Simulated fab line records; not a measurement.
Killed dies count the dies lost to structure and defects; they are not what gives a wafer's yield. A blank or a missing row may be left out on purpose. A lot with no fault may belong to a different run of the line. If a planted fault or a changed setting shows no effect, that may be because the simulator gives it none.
Matching of chambers	flow gf180mcu	cmp-01 running GF_V4_CMP_26: 4 sister chambers
The step polishes, stops on SiO2, t overpolish 15 s, target thk 0 nm. 8 wafers are shown with their chamber, then 12 later ones without.

## EACH WAFER AND ITS CHAMBER
wafer	chamber	time to endpoint s (s)	motor current A (A)
L084.2	2	78	10.2
L084.5	3	79	10.8
L085.1	0	80	11.1
L085.5	0	80	11.0
L085.6	1	74	10.6
L085.2	2	75	10.7
L085.3	1	73	10.6
L085.4	3	77	11.3

## WAFERS WITH NO CHAMBER GIVEN
wafer	time to endpoint s (s)	motor current A (A)
L089.4	81	9.9
L089.5	85	11.5
L089.6	81	10.5
L093.3	80	10.0
L093.4	80	10.5
L093.5	80	10.1
L095.1	85	10.6
L095.3	78	10.4
L095.6	83	10.9
L097.2	91	11.1
L097.3	81	10.5
L097.5	89	10.4

## WHICH CHAMBER EACH ONE RAN IN
wafer	from the rows above	in truth
L089.4	can't be placed: 2 or 0 or 3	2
L089.5	can't be placed: 0 or 3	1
L089.6	can't be placed: 0 or 3 or 2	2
L093.3	can't be placed: 2 or 0 or 3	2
L093.4	can't be placed: 0 or 3 or 2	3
L093.5	can't be placed: 2 or 0 or 3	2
L095.1	can't be placed: 0 or 3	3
L095.3	can't be placed: 2 or 3 or 0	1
L095.6	can't be placed: 0 or 3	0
L097.2	can't be placed: 0 or 3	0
L097.3	can't be placed: 0 or 3 or 2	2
L097.5	can't be placed: 0 or 3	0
Correctly placed: 0 of 12. These rows do not allow placing 12 (true chamber among the candidates in 10). Wrongly placed: 0.
How it was worked out, from the rows above alone: a wafer's distance from a chamber is the root of the sum, over the readings, of the square of ((its reading less the chamber's mean) divided by the reading's scatter). If the next closest chamber is less than 2 further off than the closest, the wafer can't be placed; otherwise it belongs to the closest. The mean given for a chamber averages the wafers shown for that chamber. The scatter: take each reading less its chamber's mean, square it, sum over the shown wafers, divide by the number of wafers less the number of chambers, and take the root.
